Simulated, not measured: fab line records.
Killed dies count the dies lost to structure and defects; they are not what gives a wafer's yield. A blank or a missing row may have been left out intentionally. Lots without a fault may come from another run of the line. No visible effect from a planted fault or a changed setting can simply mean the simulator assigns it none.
fab line records + flow gf180mcu + part 2 of 2: steps 25 to 33 of 33
[record]
- lots = 5
- wafers = 15
- lastDay = 33
route steps=602 shown V4@483 MIM@503
lots that met no fault: taken from a fault-free run of the same line
startH: the number of hours between the record's first day and the start of the first shown wafer of the lot + waitH: time in hours since the lot's previous step + " same as the row above + L1.1+2: a single row standing in for several wafers + - no value, or no start given + * or withheld: withheld + < > ~ a bound
route shown NAME@n: names a module that has steps shown in the file, with the first one's number in the route + usual: the fault-free wafers' mean and standard deviation + same: alike in all rows + chamber/n: place in a boat + sites: readings site by site + _std_site: how widely they spread, as a standard deviation + _edge_site: the outer-site mean with the inner-site mean subtracted + radiusMm: how far each site lies from the wafer's centre + mask NAME#n: copy n + behind: tool/chamber where the wafer was last shaped + hold: cause of the lot's hold/its duration in hours/its outcome + device: the n, p or np transistor that did not switch + end of line: tests run on the same wafers once the route is complete + a step without rows: its recipe alone + killed: dies lost to structure and defects at the first sort, not the wafer's yield + map: dies across one wafer; x = killed, . = not, _ = none there
set.NAME: the setting that was run; set.NAME@STEP: the one run at that earlier step + model.NAME: the simulator's own value behind a step, which no gauge read
lots seen at some steps along the route; tables by step, rows by wafer
services: when a tool's chamber went out of use (startH, in hours from the record's first day, below 0 if earlier), for how many hours, and the reason
[[steps]]
[step GF_MIM_SPUTTER_04]
[recipe]
- material = TiN
- targetThkNm = 50
- powerW = 6500
- timeS = 41.7
- chamberPressurePa = 0.4
[usual]
- throttleValvePct = 29.3/1.1
| lot.wafer | tool          | chamber | startH | waitH | throttleValvePct |
|-----------|---------------|---------|--------|-------|------------------|
| L083.2    | pvdSputter-04 | -       | 634.32 | 0.0   | 29.7             |
| L083.4    | "             | -       | "      | "     | 29.2             |
| L083.5    | "             | -       | "      | "     | 29.7             |
| L086.1    | pvdSputter-01 | -       | 657.07 | 0.0   | 30.7             |
| L086.2    | "             | -       | "      | "     | 29.5             |
| L086.3    | "             | -       | "      | "     | 29.3             |
| L089.3    | pvdSputter-02 | -       | 677.07 | 0.0   | 29.1             |
| L089.4    | "             | -       | "      | "     | 30.5             |
| L089.6    | "             | -       | "      | "     | 28.3             |
| L091.2    | pvdSputter-01 | -       | 690.23 | 0.0   | 30.4             |
| L091.3    | "             | -       | "      | "     | 29.5             |
| L091.5    | "             | -       | "      | "     | 26.3             |
| L093.1    | pvdSputter-01 | -       | 703.22 | 0.0   | 26.3             |
| L093.4    | "             | -       | "      | "     | 29.6             |
| L093.5    | "             | -       | "      | "     | 30.2             |
[step GF_MIM_CVD_05]
[recipe]
- material = Si3N4
- targetThkNm = 42
- tempMaxC = 400
- tempC = 385
- timeS = 29.086
- rfW = 450
[usual]
- heaterPowerW = 612/91
- susceptorTempC = 385.00/0.22
| lot.wafer | tool     | chamber | startH | waitH | heaterPowerW | susceptorTempC |
|-----------|----------|---------|--------|-------|--------------|----------------|
| L083.2    | pecvd-04 | 0       | 634.36 | 0.0   | 609          | 384.79         |
| L083.4    | "        | 1       | "      | "     | 578          | 385.01         |
| L083.5    | "        | 2       | "      | "     | 576          | 385.11         |
| L086.1    | pecvd-01 | 0       | 657.11 | 0.0   | 759          | 384.53         |
| L086.2    | "        | 1       | "      | "     | 391          | 385.09         |
| L086.3    | "        | 2       | "      | "     | 630          | 385.07         |
| L089.3    | pecvd-04 | 0       | 677.11 | 0.0   | 623          | 385.62         |
| L089.4    | "        | 1       | "      | "     | 581          | 384.92         |
| L089.6    | "        | 0       | "      | "     | 627          | 385.23         |
| L091.2    | pecvd-03 | 2       | 690.27 | 0.0   | 754          | 385.12         |
| L091.3    | "        | 1       | "      | "     | 591          | 385.17         |
| L091.5    | "        | 2       | "      | "     | 767          | 385.33         |
| L093.1    | pecvd-03 | 2       | 703.26 | 0.0   | 726          | 384.66         |
| L093.4    | "        | 0       | "      | "     | 574          | 384.89         |
| L093.5    | "        | 1       | "      | "     | 581          | 385.60         |
[step GF_MIM_THK_MEAS_06]
[recipe]
- reads = Si3N4_of_MIM_CVD_05
[usual]
- MIM_CVD_05_THK = 42.1/0.57
| lot.wafer | tool         | chamber | startH | waitH | MIM_CVD_05_THK[nm] |
|-----------|--------------|---------|--------|-------|--------------------|
| L083.2    | filmMetro-02 | -       | 634.40 | 0.0   | 41.8               |
| L083.4    | "            | -       | "      | "     | 41.9               |
| L083.5    | "            | -       | "      | "     | 42.1               |
| L086.1    | filmMetro-03 | -       | 657.14 | 0.0   | 41.7               |
| L086.2    | "            | -       | "      | "     | 42.2               |
| L086.3    | "            | -       | "      | "     | 42.3               |
| L089.3    | filmMetro-03 | -       | 677.18 | 0.1   | 41.1               |
| L089.4    | "            | -       | "      | "     | 41.9               |
| L089.6    | "            | -       | "      | "     | 41.0               |
| L091.2    | filmMetro-04 | -       | 690.31 | 0.0   | 42.2               |
| L091.3    | "            | -       | "      | "     | 42.2               |
| L091.5    | "            | -       | "      | "     | 42.2               |
| L093.1    | filmMetro-02 | -       | 703.29 | 0.0   | 42.0               |
| L093.4    | "            | -       | "      | "     | 42.6               |
| L093.5    | "            | -       | "      | "     | 43.0               |
[step GF_MIM_SPUTTER_07]
[recipe]
- material = TiN
- targetThkNm = 60
- powerW = 6500
- timeS = 50
- chamberPressurePa = 0.4
[usual]
- throttleValvePct = 29.2/1.1
| lot.wafer | tool          | chamber | startH | waitH | throttleValvePct |
|-----------|---------------|---------|--------|-------|------------------|
| L083.2    | pvdSputter-01 | -       | 634.45 | 0.0   | 26.1             |
| L083.4    | "             | -       | "      | "     | 29.2             |
| L083.5    | "             | -       | "      | "     | 30.1             |
| L086.1    | pvdSputter-02 | -       | 657.20 | 0.1   | 30.8             |
| L086.2    | "             | -       | "      | "     | 28.3             |
| L086.3    | "             | -       | "      | "     | 29.2             |
| L089.3    | pvdSputter-04 | -       | 677.22 | 0.0   | 29.7             |
| L089.4    | "             | -       | "      | "     | 28.8             |
| L089.6    | "             | -       | "      | "     | 28.7             |
| L091.2    | pvdSputter-04 | -       | 690.36 | 0.0   | 28.8             |
| L091.3    | "             | -       | "      | "     | 29.2             |
| L091.5    | "             | -       | "      | "     | 28.6             |
| L093.1    | pvdSputter-02 | -       | 703.35 | 0.1   | 29.0             |
| L093.4    | "             | -       | "      | "     | 29.1             |
| L093.5    | "             | -       | "      | "     | 29.6             |
[step GF_MIM_SPUTTER_08]
[recipe]
- material = AlCu
- targetThkNm = 200
- powerW = 10600
- timeS = 10.6
- chamberPressurePa = 0.4
[usual]
- throttleValvePct = 29.2/1.1
| lot.wafer | tool          | chamber | startH | waitH | throttleValvePct |
|-----------|---------------|---------|--------|-------|------------------|
| L083.2    | pvdSputter-01 | -       | 634.50 | 0.0   | 26.4             |
| L083.4    | "             | -       | "      | "     | 29.1             |
| L083.5    | "             | -       | "      | "     | 30.3             |
| L086.1    | pvdSputter-02 | -       | 657.25 | 0.0   | 30.6             |
| L086.2    | "             | -       | "      | "     | 28.2             |
| L086.3    | "             | -       | "      | "     | 29.2             |
| L089.3    | pvdSputter-04 | -       | 677.26 | 0.0   | 29.5             |
| L089.4    | "             | -       | "      | "     | 28.7             |
| L089.6    | "             | -       | "      | "     | 28.9             |
| L091.2    | pvdSputter-04 | -       | 690.41 | 0.0   | 28.8             |
| L091.3    | "             | -       | "      | "     | 29.5             |
| L091.5    | "             | -       | "      | "     | 28.7             |
| L093.1    | pvdSputter-02 | -       | 703.40 | 0.0   | 29.1             |
| L093.4    | "             | -       | "      | "     | 29.1             |
| L093.5    | "             | -       | "      | "     | 29.9             |
[step GF_MIM_SPUTTER_09]
[recipe]
- material = TiN
- targetThkNm = 35
- powerW = 6500
- timeS = 29.2
- chamberPressurePa = 0.4
[usual]
- throttleValvePct = 29.2/1.1
| lot.wafer | tool          | chamber | startH | waitH | throttleValvePct |
|-----------|---------------|---------|--------|-------|------------------|
| L083.2    | pvdSputter-01 | -       | 634.52 | 0.0   | 26.1             |
| L083.4    | "             | -       | "      | "     | 29.1             |
| L083.5    | "             | -       | "      | "     | 30.6             |
| L086.1    | pvdSputter-02 | -       | 657.27 | 0.0   | 30.6             |
| L086.2    | "             | -       | "      | "     | 27.9             |
| L086.3    | "             | -       | "      | "     | 29.1             |
| L089.3    | pvdSputter-04 | -       | 677.28 | 0.0   | 29.7             |
| L089.4    | "             | -       | "      | "     | 28.8             |
| L089.6    | "             | -       | "      | "     | 28.5             |
| L091.2    | pvdSputter-04 | -       | 690.43 | 0.0   | 28.8             |
| L091.3    | "             | -       | "      | "     | 29.3             |
| L091.5    | "             | -       | "      | "     | 28.6             |
| L093.1    | pvdSputter-02 | -       | 703.42 | 0.0   | 29.2             |
| L093.4    | "             | -       | "      | "     | 29.3             |
| L093.5    | "             | -       | "      | "     | 30.1             |
[step GF_MIM_RS_MEAS_10]
[recipe]
- thkMeasGauge = four-point-probe
- reads = TiN_of_MIM_SPUTTER_09+AlCu_of_MIM_SPUTTER_08+TiN_of_MIM_SPUTTER_07
[usual]
- MIM_ALCU_RS = 0.1601/0.0012
| lot.wafer | tool         | chamber | startH | waitH | MIM_ALCU_RS[ohm/sq] |
|-----------|--------------|---------|--------|-------|---------------------|
| L083.2    | filmMetro-02 | -       | 634.58 | 0.0   | 0.1602              |
| L083.4    | "            | -       | "      | "     | 0.1589              |
| L083.5    | "            | -       | "      | "     | 0.1599              |
| L086.1    | filmMetro-04 | -       | 657.30 | 0.0   | 0.1598              |
| L086.2    | "            | -       | "      | "     | 0.1614              |
| L086.3    | "            | -       | "      | "     | 0.1600              |
| L089.3    | filmMetro-04 | -       | 677.36 | 0.1   | 0.1611              |
| L089.4    | "            | -       | "      | "     | 0.1607              |
| L089.6    | "            | -       | "      | "     | 0.1617              |
| L091.2    | filmMetro-03 | -       | 690.48 | 0.0   | 0.1617              |
| L091.3    | "            | -       | "      | "     | 0.1613              |
| L091.5    | "            | -       | "      | "     | 0.1623              |
| L093.1    | filmMetro-02 | -       | 703.45 | 0.0   | 0.1581              |
| L093.4    | "            | -       | "      | "     | 0.1595              |
| L093.5    | "            | -       | "      | "     | 0.1585              |
[step GF_MIM_THK_MEAS_11]
[recipe]
- thkMeasGauge = xrf
- reads = AlCu_of_MIM_SPUTTER_08
[usual]
- MIM_ALCU_THK = 201.8/1.7
| lot.wafer | tool         | chamber | startH | waitH | MIM_ALCU_THK[nm] |
|-----------|--------------|---------|--------|-------|------------------|
| L083.2    | filmMetro-02 | -       | 634.69 | 0.1   | 202.8            |
| L083.4    | "            | -       | "      | "     | 203.1            |
| L083.5    | "            | -       | "      | "     | 203.0            |
| L086.1    | filmMetro-04 | -       | 657.42 | 0.1   | 203.7            |
| L086.2    | "            | -       | "      | "     | 201.4            |
| L086.3    | "            | -       | "      | "     | 203.1            |
| L089.3    | filmMetro-04 | -       | 677.46 | 0.1   | 200.5            |
| L089.4    | "            | -       | "      | "     | 199.6            |
| L089.6    | "            | -       | "      | "     | 197.8            |
| L091.2    | filmMetro-03 | -       | 690.59 | 0.1   | 198.1            |
| L091.3    | "            | -       | "      | "     | 198.7            |
| L091.5    | "            | -       | "      | "     | 196.9            |
| L093.1    | filmMetro-02 | -       | 703.57 | 0.1   | 203.9            |
| L093.4    | "            | -       | "      | "     | 202.0            |
| L093.5    | "            | -       | "      | "     | 203.8            |
[step GF_MIM_DEHYDRATE_12]
[recipe]
- tempC = 200
- timeS = 60
[usual]
- chillPlateTempC = 22.98/0.11
- plateTempC = 199.98/0.17
- resistLineTempC = 23.00/0.11
| lot.wafer | tool          | chamber | startH | waitH | chillPlateTempC | plateTempC | resistLineTempC |
|-----------|---------------|---------|--------|-------|-----------------|------------|-----------------|
| L083.2    | lithoTrack-04 | 0       | 643.69 | 9.0   | 23.01           | 199.89     | 22.81           |
| L083.4    | "             | 0       | "      | "     | 22.99           | 199.80     | 22.89           |
| L083.5    | "             | 0       | "      | "     | 22.98           | 199.89     | 22.85           |
| L086.1    | lithoTrack-02 | 0       | 666.15 | 8.7   | 22.99           | 200.18     | 23.00           |
| L086.2    | "             | 0       | "      | "     | 23.08           | 199.97     | 22.88           |
| L086.3    | "             | 0       | "      | "     | 23.05           | 200.04     | 23.09           |
| L089.3    | lithoTrack-04 | 0       | 686.32 | 8.9   | 22.99           | 200.10     | 22.88           |
| L089.4    | "             | 0       | "      | "     | 22.87           | 200.07     | 22.98           |
| L089.6    | "             | 0       | "      | "     | 22.96           | 200.06     | 22.99           |
| L091.2    | lithoTrack-04 | 0       | 699.44 | 8.8   | 22.83           | 200.17     | 22.96           |
| L091.3    | "             | 0       | "      | "     | 22.95           | 200.17     | 22.93           |
| L091.5    | "             | 0       | "      | "     | 23.00           | 200.04     | 22.91           |
| L093.1    | lithoTrack-02 | 0       | 711.80 | 8.2   | 23.05           | 199.84     | 22.97           |
| L093.4    | "             | 0       | "      | "     | 23.06           | 199.69     | 22.98           |
| L093.5    | "             | 0       | "      | "     | 23.18           | 199.87     | 22.77           |
[[services]]
| tool           | chamber | startH | hours | kind   |
|----------------|---------|--------|-------|--------|
| cmp-01         | -       | 605.92 | 0.5   | repair |
| cmp-02         | -       | 608.29 | 3.4   | repair |
| krfScanner-01  | -       | 615.54 | 1.3   | pm     |
| rieDiel-03     | 0       | 615.69 | 4.8   | repair |
| rieDiel-03     | 2       | 616.78 | 3.0   | repair |
| rieDiel-01     | 0       | 621.22 | 4.7   | repair |
| krfScanner-01  | -       | 625.11 | 1.2   | repair |
| rieDiel-03     | 2       | 630.97 | 71.8  | repair |
| cvdW-02        | 1       | 638.35 | 8.3   | repair |
| krfScanner-01  | -       | 642.84 | 0.8   | pm     |
| rieDiel-03     | 1       | 645.41 | 3.1   | repair |
| pecvd-04       | -       | 647.74 | 14.6  | pm     |
| cmp-01         | -       | 649.34 | 6.0   | pm     |
| cvdW-02        | 0       | 657.74 | 3.3   | repair |
| rieDiel-01     | 2       | 660.35 | 12.0  | repair |
| pecvd-04       | 0       | 662.87 | 14.1  | repair |
| krfScanner-02  | -       | 662.92 | 1.1   | repair |
| cvdW-02        | -       | 668.01 | 3.8   | pm     |
| plasmaAsher-02 | -       | 669.60 | 3.6   | repair |
| rieDiel-04     | 1       | 683.26 | 3.7   | repair |
| pvdSputter-02  | -       | 684.17 | 4.9   | repair |
| rieDiel-01     | 1       | 684.22 | 2.2   | repair |
| cvdW-02        | -       | 703.88 | 0.6   | repair |
| pvdSputter-02  | -       | 710.40 | 4.2   | repair |
